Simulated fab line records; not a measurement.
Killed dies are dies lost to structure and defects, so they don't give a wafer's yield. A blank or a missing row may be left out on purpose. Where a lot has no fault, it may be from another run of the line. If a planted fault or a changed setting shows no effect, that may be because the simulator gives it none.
fab line records :: flow sfqLine
record:
  lots: 14
  wafers: 42
  lastDay: 77
route steps=325 shown JJ@189
lots that met no fault: from a run of the same line without faults
startH: hours from the record's opening day to when the first of the lot's shown wafers began :: waitH: time in hours since the lot's previous step :: " identical to the entry in the row above :: L1.1+2: one row covering several wafers at once :: - value missing, or start not given :: * or withheld: withheld :: < > ~ a bound
route shown NAME@n: names a module that has steps shown in the file, with the first one's number in the route :: usual: mean and standard deviation over wafers with no fault :: same: alike in all rows :: chamber/n: place in a boat :: sites: per-site readings :: _std_site: the values' standard deviation :: _edge_site: inner sites' mean taken away from outer sites' mean :: radiusMm: how far each site lies from the wafer's centre :: mask NAME#n: copy n :: behind: the most recent tool/chamber to have shaped the wafer :: hold: why the lot was held/for how many hours/how that ended :: device: whichever transistor did not switch (one of n, p or np) :: end of line: the same wafers' tests at the end of the route :: for a step that has no rows: nothing shown but its recipe :: killed: count of dies lost to structure and defects at first sort (not the wafer's yield) :: map: a wafer's dies, x killed, . not, _ none there
set.NAME: setting as actually run; set.NAME@STEP: the setting as run at that earlier step :: model.NAME: the simulator's own value behind a step, which no gauge read
one table for each step of the route and one row for each wafer, over a sample of lots
services: from which hour (startH, from the record's first day; less than 0 if before it) a tool's chamber was out of use, for how many hours, and why
== steps ==
step: SFQ_TRILAYER_JJ_CE_LITHO_PEB_117
recipe:
  pebTempC: 115
  pebTimeS: 60
  resist: KrF
lot.wafer: L292.2+3+5
tool: lithoTrack-02
chamber: 0
startH: 965.54
waitH: 0.8

lot.wafer: L293.2+4+6
tool: lithoTrack-02
chamber: 0
startH: 969.14
waitH: 0.8

lot.wafer: L294.1+3+6
tool: lithoTrack-03
chamber: 0
startH: 971.52
waitH: 1.0

lot.wafer: L295.1+2+6
tool: lithoTrack-01
chamber: 0
startH: 979.72
waitH: 1.0

lot.wafer: L296.1+3+5
tool: lithoTrack-03
chamber: 0
startH: 995.65
waitH: -

lot.wafer: L297.1+2+3
tool: lithoTrack-03
chamber: 0
startH: 996.52
waitH: 1.0

lot.wafer: L305.2+4+6
tool: lithoTrack-01
chamber: 0
startH: 1067.37
waitH: 0.8

lot.wafer: L306.1+5+6
tool: lithoTrack-01
chamber: 0
startH: 1070.94
waitH: 1.0

lot.wafer: L307.1+4+5
tool: lithoTrack-03
chamber: 0
startH: 1075.74
waitH: 1.0

lot.wafer: L308.2+3+4
tool: lithoTrack-03
chamber: 0
startH: 1079.37
waitH: 0.8

lot.wafer: L310.1+2+3
tool: lithoTrack-03
chamber: 0
startH: 1098.58
waitH: 1.0

lot.wafer: L311.1+2+5
tool: lithoTrack-02
chamber: 0
startH: 1105.78
waitH: 1.0

lot.wafer: L314.4+5+6
tool: lithoTrack-02
chamber: 0
startH: 1122.66
waitH: 0.5

lot.wafer: L315.2+5+6
tool: lithoTrack-01
chamber: 0
startH: 1126.21
waitH: 0.8
step: SFQ_TRILAYER_JJ_CE_METRO_MEASURE_117
usual:
  cdNm: 700.0/1.5
lot.wafer: L292.2
tool: cdSem-02
chamber: -
startH: 966.05
waitH: 0.2
cdNm: 699.7

lot.wafer: L292.3
tool: cdSem-02
chamber: -
startH: 966.05
waitH: 0.2
cdNm: 701.8

lot.wafer: L292.5
tool: cdSem-02
chamber: -
startH: 966.05
waitH: 0.2
cdNm: 700.6

lot.wafer: L293.2
tool: cdSem-02
chamber: -
startH: 969.65
waitH: 0.2
cdNm: 699.3

lot.wafer: L293.4
tool: cdSem-02
chamber: -
startH: 969.65
waitH: 0.2
cdNm: 698.8

lot.wafer: L293.6
tool: cdSem-02
chamber: -
startH: 969.65
waitH: 0.2
cdNm: 699.9

lot.wafer: L294.1
tool: cdSem-01
chamber: -
startH: 971.85
waitH: 0.0
cdNm: 699.2

lot.wafer: L294.3
tool: cdSem-01
chamber: -
startH: 971.85
waitH: 0.0
cdNm: 699.8

lot.wafer: L294.6
tool: cdSem-01
chamber: -
startH: 971.85
waitH: 0.0
cdNm: 700.0

lot.wafer: L295.1
tool: cdSem-02
chamber: -
startH: 980.05
waitH: 0.0
cdNm: 699.9

lot.wafer: L295.2
tool: cdSem-02
chamber: -
startH: 980.05
waitH: 0.0
cdNm: 700.5

lot.wafer: L295.6
tool: cdSem-02
chamber: -
startH: 980.05
waitH: 0.0
cdNm: 700.2

lot.wafer: L296.1
tool: cdSem-01
chamber: -
startH: 995.98
waitH: 0.0
cdNm: 701.5

lot.wafer: L296.3
tool: cdSem-01
chamber: -
startH: 995.98
waitH: 0.0
cdNm: 703.4

lot.wafer: L296.5
tool: cdSem-01
chamber: -
startH: 995.98
waitH: 0.0
cdNm: 702.1

lot.wafer: L297.1
tool: cdSem-02
chamber: -
startH: 996.85
waitH: 0.0
cdNm: 700.9

lot.wafer: L297.2
tool: cdSem-02
chamber: -
startH: 996.85
waitH: 0.0
cdNm: 700.4

lot.wafer: L297.3
tool: cdSem-02
chamber: -
startH: 996.85
waitH: 0.0
cdNm: 701.5

lot.wafer: L305.2
tool: cdSem-02
chamber: -
startH: 1067.88
waitH: 0.2
cdNm: 690.2

lot.wafer: L305.4
tool: cdSem-02
chamber: -
startH: 1067.88
waitH: 0.2
cdNm: 691.3

lot.wafer: L305.6
tool: cdSem-02
chamber: -
startH: 1067.88
waitH: 0.2
cdNm: 688.0

lot.wafer: L306.1
tool: cdSem-01
chamber: -
startH: 1071.28
waitH: 0.0
cdNm: 686.6

lot.wafer: L306.5
tool: cdSem-01
chamber: -
startH: 1071.28
waitH: 0.0
cdNm: 687.0

lot.wafer: L306.6
tool: cdSem-01
chamber: -
startH: 1071.28
waitH: 0.0
cdNm: 688.0

lot.wafer: L307.1
tool: cdSem-02
chamber: -
startH: 1076.08
waitH: 0.0
cdNm: 697.9

lot.wafer: L307.4
tool: cdSem-02
chamber: -
startH: 1076.08
waitH: 0.0
cdNm: 698.4

lot.wafer: L307.5
tool: cdSem-02
chamber: -
startH: 1076.08
waitH: 0.0
cdNm: 696.6

lot.wafer: L308.2
tool: cdSem-01
chamber: -
startH: 1079.88
waitH: 0.2
cdNm: 700.4

lot.wafer: L308.3
tool: cdSem-01
chamber: -
startH: 1079.88
waitH: 0.2
cdNm: 699.3

lot.wafer: L308.4
tool: cdSem-01
chamber: -
startH: 1079.88
waitH: 0.2
cdNm: 699.1

lot.wafer: L310.1
tool: cdSem-01
chamber: -
startH: 1098.92
waitH: 0.0
cdNm: 699.7

lot.wafer: L310.2
tool: cdSem-01
chamber: -
startH: 1098.92
waitH: 0.0
cdNm: 698.9

lot.wafer: L310.3
tool: cdSem-01
chamber: -
startH: 1098.92
waitH: 0.0
cdNm: 699.9

lot.wafer: L311.1
tool: cdSem-02
chamber: -
startH: 1106.12
waitH: 0.0
cdNm: 699.6

lot.wafer: L311.2
tool: cdSem-02
chamber: -
startH: 1106.12
waitH: 0.0
cdNm: 698.9

lot.wafer: L311.5
tool: cdSem-02
chamber: -
startH: 1106.12
waitH: 0.0
cdNm: 697.6

lot.wafer: L314.4
tool: cdSem-01
chamber: -
startH: 1123.52
waitH: 0.6
cdNm: 699.2

lot.wafer: L314.5
tool: cdSem-01
chamber: -
startH: 1123.52
waitH: 0.6
cdNm: 698.4

lot.wafer: L314.6
tool: cdSem-01
chamber: -
startH: 1123.52
waitH: 0.6
cdNm: 699.6

lot.wafer: L315.2
tool: cdSem-02
chamber: -
startH: 1126.72
waitH: 0.2
cdNm: 698.7

lot.wafer: L315.5
tool: cdSem-02
chamber: -
startH: 1126.72
waitH: 0.2
cdNm: 699.1

lot.wafer: L315.6
tool: cdSem-02
chamber: -
startH: 1126.72
waitH: 0.2
cdNm: 701.4
== services ==
tool: cdSem-02
chamber: -
startH: 958.42
hours: 2.3
kind: pm

tool: cdSem-01
chamber: -
startH: 961.01
hours: 9.8
kind: pm

tool: cdSem-02
chamber: -
startH: 970.81
hours: 1.0
kind: pm

tool: cdSem-02
chamber: -
startH: 988.65
hours: 0.5
kind: pm

tool: cdSem-01
chamber: -
startH: 1026.26
hours: 1.2
kind: pm

tool: cdSem-01
chamber: -
startH: 1050.00
hours: 1.1
kind: pm

tool: cdSem-01
chamber: -
startH: 1057.03
hours: 0.9
kind: pm

tool: cdSem-02
chamber: -
startH: 1088.41
hours: 0.3
kind: pm
== key ==
firstSign:
  step: SFQ_TRILAYER_JJ_CE_METRO_MEASURE_117
  reading: cdNm
  direction: down
  sigmas: 7.9
  usual: 700.0
  struck: 688.5
effect none on later readings
metAt SFQ_TRILAYER_JJ_CE_LITHO_PEB_117
struckLots L305,L306
onsetBetween 979.72 1067.37
fault:
  kind: processParameterDrift
  tool: lithoTrack-01
  chamber: -
  onsetH: 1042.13
  steps: SFQ_TRILAYER_JJ_CE_LITHO_PEB_117
  channel: pebTimeS
  offset: *
  shape: step
  endH: 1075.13
  actsIn: *
  stated: *
